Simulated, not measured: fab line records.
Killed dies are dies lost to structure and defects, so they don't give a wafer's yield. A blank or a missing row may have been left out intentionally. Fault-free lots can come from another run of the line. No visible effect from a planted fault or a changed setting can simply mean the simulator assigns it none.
What tool caused it? | flow gf180mcu | 14 lots with 42 wafers sampled at 5 steps, on a route of 602 steps

== WHAT EACH GAUGE READ, for each wafer ==
GF_STI_THK_MEAS_22.
lot  | measured    | on            | STI_OXIDATION_01_THK (nm)
L948 | day 2 08:39 | film metro-01 | 14.68 14.69 14.67
L949 | day 2 13:40 | film metro-04 | 15.34 15.73 15.50
L950 | day 2 18:45 | film metro-04 | 15.17 15.12 15.24
L951 | day 2 23:56 | film metro-04 | 15.21 14.75 14.96
L952 | day 3 04:56 | film metro-04 | 15.03 14.90 14.92
L954 | day 3 16:49 | film metro-02 | 14.63 14.69 14.88
L956 | day 4 02:40 | film metro-02 | 15.44 15.31 15.04
L957 | day 4 06:40 | film metro-04 | 14.79 14.80 14.80
L964 | day 5 18:45 | film metro-02 | 15.09 14.77 15.29
L966 | day 6 05:20 | film metro-02 | 14.82 14.82 14.83
L967 | day 6 09:59 | film metro-02 | 15.01 15.08 15.09
L968 | day 6 15:52 | film metro-02 | 15.02 15.04 15.34
L969 | day 6 20:45 | film metro-02 | 14.88 14.53 14.79
L970 | day 7 02:35 | film metro-04 | 15.22 15.12 15.27

GF_MVPSD_OVL_MEAS_07.
lot  | measured     | on         | MVPSD_OVL (nm)
L948 | day 5 06:02  | overlay-02 | -3.7 -2.9 -3.5
L949 | day 5 11:35  | overlay-01 | -1.9 -2.0 -0.6
L950 | day 5 17:10  | overlay-02 | -1.4 -3.2 -2.3
L951 | day 5 23:29  | overlay-02 | 0.5 -1.2 0.2
L952 | day 6 06:53  | overlay-01 | 0.3 -1.7 -0.7
L954 | day 6 19:16  | overlay-02 | 0.8 -0.8 -0.4
L956 | day 7 06:59  | overlay-02 | 0.0 -1.6 -0.7
L957 | day 7 14:05  | overlay-02 | -2.0 -0.6 -1.6
L964 | day 9 07:11  | overlay-01 | 0.0 0.0 -0.2
L966 | day 9 19:10  | overlay-02 | 2.3 0.8 0.1
L967 | day 9 23:17  | overlay-02 | -0.8 1.2 2.3
L968 | day 10 04:59 | overlay-02 | -3.7 -4.0 -3.3
L969 | day 10 11:54 | overlay-01 | -4.4 -4.1 -0.5
L970 | day 10 18:23 | overlay-01 | -1.9 0.5 -0.9

GF_POLY_GATE_THK_MEAS_01.
lot  | measured     | on            | POLY_GATE_CVD_00_THK (nm)
L948 | day 8 17:10  | film metro-02 | 201.0 199.0 201.1
L949 | day 9 00:00  | film metro-03 | 201.1 202.2 200.5
L950 | day 9 07:37  | film metro-02 | 201.9 202.3 202.0
L951 | day 9 14:17  | film metro-03 | 203.8 204.6 203.1
L952 | day 10 01:21 | film metro-03 | 401.1 397.8 399.9
L954 | day 10 17:26 | film metro-01 | 202.7 201.8 199.4
L956 | day 11 11:01 | film metro-02 | 399.7 401.4 399.2
L957 | day 12 01:21 | film metro-03 | 398.5 397.7 399.6
L964 | day 13 15:55 | film metro-02 | 205.4 204.1 203.9
L966 | day 14 06:19 | film metro-02 | 199.6 200.3 199.2
L967 | day 14 06:19 | film metro-01 | 198.5 197.6 199.4
L968 | day 14 11:10 | film metro-01 | 199.8 200.1 201.3
L969 | day 14 18:11 | film metro-03 | 199.9 199.3 201.4
L970 | day 15 03:02 | film metro-01 | 201.9 202.9 201.5

GF_HV_LDD_CD_MEAS_31: the cd target is 400 nm.
lot  | measured     | on        | cd nm (nm)
L948 | day 11 15:20 | cd sem-01 | 402.8 401.8 404.5
L949 | day 11 23:50 | cd sem-02 | 397.4 399.0 398.6
L950 | day 12 11:13 | cd sem-01 | 398.0 399.3 399.8
L951 | day 12 18:14 | cd sem-01 | 400.0 398.9 398.9
L954 | day 13 23:59 | cd sem-02 | 394.0 395.0 394.8
L964 | day 17 06:08 | cd sem-02 | 399.9 398.0 398.8
L966 | day 18 01:43 | cd sem-02 | 396.7 398.2 397.0
L967 | day 18 00:05 | cd sem-02 | 401.5 401.3 402.3
L968 | day 18 07:02 | cd sem-02 | 398.7 398.4 398.9
L969 | day 18 13:40 | cd sem-02 | 396.5 396.7 395.7
L970 | day 19 00:50 | cd sem-02 | 400.4 400.6 403.9

== EACH LOT AND THE TOOL THAT RAN IT (in order: tool; ch and the chambers of the sampled wafers; start) ==
lot  | GF_POLY_GATE_CVD_00
L948 | lpcvd-02 ch 1, day 8 15:50
L949 | lpcvd-01 ch 1, day 8 22:40
L950 | lpcvd-01 ch 0, day 9 06:17
L951 | lpcvd-01 ch 0, day 9 12:57
L952 | lpcvd-01 ch 0, day 9 20:34 and lpcvd-02 ch 0, day 10 00:01
L954 | lpcvd-02 ch 0, day 10 16:07
L956 | lpcvd-01 ch 1, day 11 06:48
L957 | lpcvd-02 ch 1, day 11 20:33 and lpcvd-01 ch 1, day 11 23:59
L964 | lpcvd-02 ch 0, day 13 13:55
L966 | lpcvd-02 ch 1, day 14 04:19
L967 | lpcvd-02 ch 0, day 14 04:19
L968 | lpcvd-01 ch 0, day 14 09:08
L969 | lpcvd-02 ch 0, day 14 16:50
L970 | lpcvd-02 ch 0, day 15 01:41
- GF_POLY_GATE_CVD_00: deposits poly-Si, target thk 200 nm, time 1200 s.

== WHAT THE TOOLS THEMSELVES READ (means of the sampled wafers that have a number; where no wafer has one, the mark that the record gives instead) ==
GF_POLY_GATE_CVD_00.
lot  | tool              | zone power bottom pct (%) | zone power lower pct (%)
L948 | lpcvd-02          | 12.2                      | 9.4
L949 | lpcvd-01          | 12.4                      | 8.6
L950 | lpcvd-01          | 13.8                      | 9.5
L951 | lpcvd-01          | 13.7                      | 9.3
L952 | lpcvd-01/lpcvd-02 | 12.7                      | 9.4
L954 | lpcvd-02          | 12.1                      | 9.4
L956 | lpcvd-01          | 12.3                      | 8.5
L957 | lpcvd-02/lpcvd-01 | 12.2                      | 8.9
L964 | lpcvd-02          | 12.0                      | 9.5
L966 | lpcvd-02          | 12.1                      | 9.4
L967 | lpcvd-02          | 12.0                      | 9.4
L968 | lpcvd-01          | 13.5                      | 9.5
L969 | lpcvd-02          | 11.9                      | 9.3
L970 | lpcvd-02          | 12.1                      | 9.5

== THE ANSWER, worked out from the rows above alone ==
Rule: the lots themselves supply what counts as usual. The widest of any qualifying gaps counts: lots, ordered by their means at a reading, are off when they make up no more than a third of the lots, leave a main group of 4 or more, and stand apart from it by 3 or more times the standard deviation of that group's means. Not used: any main group whose means are identical at the precision the tables above print for the reading. A lot without any number at a reading at which 4 lots or more have one is off too. All remaining lots with rows at the step are treated as sound. The gauges are gone through in route order, then the tools' own readings, and for those a lot's mean is taken as printed above. At the first step where some lot is off, the reading lying furthest off is the one used; lots without a number count as furthest.
Off: L952, L956, L957, at GF_POLY_GATE_THK_MEAS_01 (POLY_GATE_CVD_00_THK). For the main group the mean is 201.3 nm and the standard deviation 1.7.
If a tool, at a process step before that reading, ran all the lots that are off and no sound lot after the first of them, it fits. Those tools and the gauges at GF_POLY_GATE_THK_MEAS_01 are tried in the same way. No candidate that was tried fits.

== WHAT THE SIMULATOR HAD PUT IN ==
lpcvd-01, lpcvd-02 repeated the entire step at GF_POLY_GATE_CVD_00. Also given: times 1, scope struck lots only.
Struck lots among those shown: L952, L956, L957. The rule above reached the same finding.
